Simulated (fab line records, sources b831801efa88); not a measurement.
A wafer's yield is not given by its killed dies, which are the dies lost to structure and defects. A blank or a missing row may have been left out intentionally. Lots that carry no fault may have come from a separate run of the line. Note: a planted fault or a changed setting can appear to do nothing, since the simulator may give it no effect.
Chamber matching | flow sky130 | cmp-02 running SKY_VIA3_CMP_24: 4 sister chambers
The step polishes, stops on SiO2, t overpolish 20 s, target thk 0 nm. 24 wafers are shown with their chamber, then 12 later ones without.

== EACH WAFER AND ITS CHAMBER ==
wafer  | chamber | motor-current-A (A) | head-pressure-psi (psi) | time-to-endpoint-s (s)
L075.2 | 0       | 11.5                | 3.497                   | 101
L075.5 | 0       | 11.1                | 3.504                   | 102
L075.6 | 3       | 13.1                | 3.508                   | 100
L076.1 | 3       | 12.6                | 3.497                   | 94
L076.4 | 2       | 10.5                | 3.502                   | 96
L076.5 | 2       | 10.4                | 3.507                   | 96
L078.1 | 1       | 9.5                 | 3.517                   | 93
L078.5 | 0       | 11.6                | 3.494                   | 97
L078.6 | 3       | 12.7                | 3.497                   | 95
L079.1 | 2       | 10.6                | 3.494                   | 94
L079.3 | 0       | 11.4                | 3.498                   | 99
L079.4 | 1       | 9.3                 | 3.501                   | 98
L081.1 | 1       | 9.5                 | 3.487                   | 98
L081.2 | 2       | 10.6                | 3.501                   | 100
L081.5 | 2       | 10.0                | 3.499                   | 97
L085.2 | 1       | 9.6                 | 3.496                   | 97
L085.5 | 0       | 11.0                | 3.499                   | 91
L085.6 | 3       | 12.5                | 3.488                   | 89
L087.1 | 0       | 10.9                | 3.505                   | 94
L087.3 | 2       | 10.1                | 3.499                   | 92
L087.6 | 1       | 10.0                | 3.511                   | 91
L091.3 | 1       | 9.3                 | 3.499                   | 99
L091.4 | 3       | 12.4                | 3.486                   | 97
L091.6 | 3       | 12.8                | 3.509                   | 99

SIGNATURES (averages over the wafers above)
reading            | chamber 0 | chamber 1 | chamber 2 | chamber 3 | scatter within a chamber
motor-current-A    | 11.250    | 9.533     | 10.367    | 12.683    | 0.264
head-pressure-psi  | 3.49950   | 3.50183   | 3.50033   | 3.49750   | 0.00782
time-to-endpoint-s | 97.33     | 96.00     | 95.83     | 95.67     | 3.59
Rule: a wafer's distance from a chamber is the root of the sum, over the readings, of the square of ((its reading less the chamber's mean) divided by the reading's scatter). The wafer belongs to the nearest chamber; if the next one is less than 2 further off, it can't be placed. How the scatter is found: for the shown wafers, subtract from each reading the mean of its chamber, square and add these, divide the total by (wafers less chambers), then take the root.

== WAFERS WITHOUT THEIR CHAMBER ==
wafer  | motor-current-A (A) | head-pressure-psi (psi) | time-to-endpoint-s (s)
L094.1 | 10.0                | 3.500                   | 90
L094.3 | 11.8                | 3.497                   | 91
L094.4 | 10.5                | 3.510                   | 92
L093.4 | 10.0                | 3.492                   | 91
L093.5 | 10.2                | 3.486                   | 88
L093.6 | 11.9                | 3.506                   | 90
L095.1 | 10.8                | 3.494                   | 99
L095.3 | 12.7                | 3.513                   | 96
L095.5 | 12.5                | 3.502                   | 92
L096.2 | 12.0                | 3.499                   | 95
L096.3 | 12.5                | 3.500                   | 92
L096.6 | 11.3                | 3.504                   | 92

== WHICH CHAMBER EACH WENT THROUGH ==
wafer  | from the rows above     | in truth
L094.1 | can't be placed: 2 or 1 | 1
L094.3 | can't be placed: 0 or 3 | 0
L094.4 | can't be placed: 2 or 0 | 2
L093.4 | can't be placed: 2 or 1 | 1
L093.5 | can't be placed: 2 or 1 | 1
L093.6 | can't be placed: 0 or 3 | 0
L095.1 | can't be placed: 0 or 2 | 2
L095.3 | 3                       | 3
L095.5 | 3                       | 3
L096.2 | can't be placed: 3 or 0 | 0
L096.3 | 3                       | 3
L096.6 | 0                       | 0
Correctly placed: 4 of 12. These rows do not allow placing 8 (true chamber among the candidates in 8). Wrongly placed: 0.
